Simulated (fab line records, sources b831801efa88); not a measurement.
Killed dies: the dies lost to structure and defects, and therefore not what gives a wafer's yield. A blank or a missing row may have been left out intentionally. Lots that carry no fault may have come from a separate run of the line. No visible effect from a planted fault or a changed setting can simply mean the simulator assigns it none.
Struck lot and sound lot, side by side -- flow sky130 -- 18 out of 708 route steps
Sound: wafers L359.3, L359.5, L359.6. Wafers struck: L367.1, L367.3, L367.6. The cause comes at the end.
Per side, at each step with rows, come the tool, then ch with its chambers, and then its first start. Under that, the readings that differ: sound wafers -- struck wafers -- difference of the means -- sigmas: that difference in standard deviations of wafers without a fault.
alike: a reading whose means differ by less than 2 such deviations, as well as words and numbers matching on both sides. not compared: withheld readings; readings where some wafer has no value; bounds like >300 that might hide an equal value; numbers whose values overlap and for which the record gives no deviation.
Wherever a step has rows on one side only, a row that says differs or no value, or a row with sigmas, the two part there. When numbers do not overlap yet have no deviation, they are printed without sigmas and do not part them. A reading that every wafer of one side lacks parts them only if that side has two wafers or more.

first, 4 steps without rows for these wafers: SKY_LDD_HVN_SOFTBAKE_03 (time 60 s); SKY_LDD_HVN_EXPOSE_04 (exposes mask HVNTM, target cd 700 nm); SKY_LDD_HVN_PEB_05; SKY_LDD_HVN_DEVELOP_06 (develop time 60 s).
SKY_LDD_HVN_OVL_MEAS_07:
  sound on overlay-01, day 20 05:58; struck on overlay-01, day 23 22:36
  alike: LDD_HVN_OVL
then, 1 step without rows for these wafers: SKY_LDD_HVN_IMPLANT_08.
SKY_LDD_HVN_STRIP_09: strips in O2/N2.
  sound on plasma_asher-03 ch 0,1, day 20 06:11; struck on plasma_asher-03 ch 1, day 23 22:47
reading,sound,struck,difference,sigmas
strip_time_to_endpoint_s (s),4.126 4.137 4.126,4.159 4.150 4.169,+0.030,+2
  alike: drypump_motor_current_A, oes_product_au
  not compared: rf_hours_counter_h
SKY_LDD_HVN_TW_MEAS_10:
  sound on film_metro-03, day 20 06:16; struck on film_metro-01, day 23 22:53
  alike: LDD_HVN_TW
then, 4 steps without rows for these wafers: SKY_LDD_HVP_DEHYDRATE_00 (time 60 s); SKY_LDD_HVP_HMDS_01 (prime time 60 s); SKY_LDD_HVP_COAT_02 (resist thk 300 nm); SKY_LDD_HVP_SOFTBAKE_03 (time 60 s).
SKY_LDD_HVP_EXPOSE_04: exposes mask HVPTM, target cd 700 nm.
  sound on iline_stepper-01 ch 0, day 20 21:14; struck on iline_stepper-02 ch 0, day 24 14:13
reading,sound,struck,difference,sigmas
model.LDD_HVP.overlay_x_nm (nm),1.834 1.834 1.834,37.39 37.39 37.39,+35.56,
  alike: mask, reticle_temp_C
then, 2 steps without rows for these wafers: SKY_LDD_HVP_PEB_05; SKY_LDD_HVP_DEVELOP_06 (develop time 60 s).
SKY_LDD_HVP_OVL_MEAS_07:
  sound on overlay-02, day 21 12:28; struck on overlay-02, day 25 04:47
reading,sound,struck,difference,sigmas
LDD_HVP_OVL (nm),-0.6 -0.6 -2.2,37.3 37.0 37.4,+38.4,+30
then, 1 step without rows for these wafers: SKY_LDD_HVP_IMPLANT_08.
-- a jump in the record: the struck wafers' starts before and after are 23 days apart (it breaks off in module LDD_HVP and resumes in module PAD_OPEN, where the first step shown is number 708 of the route) --
SKY_PAD_OPEN_PROBE_99:
  sound on prober-01, day 45 18:58; struck on prober-02, day 48 06:58
  alike: killed_at_M0_to_M3, killed_at_M4_up, killed_at_contacts, killed_at_front_end, killed_at_other, killed_dies, killed_open, killed_short

== WHERE THEY PART ==
Earliest at SKY_LDD_HVN_STRIP_09; latest, in this record, at SKY_LDD_HVP_OVL_MEAS_07. Later steps at which nothing parts them and some readings are alike: SKY_PAD_OPEN_PROBE_99.

WHY: whatever the simulator had introduced
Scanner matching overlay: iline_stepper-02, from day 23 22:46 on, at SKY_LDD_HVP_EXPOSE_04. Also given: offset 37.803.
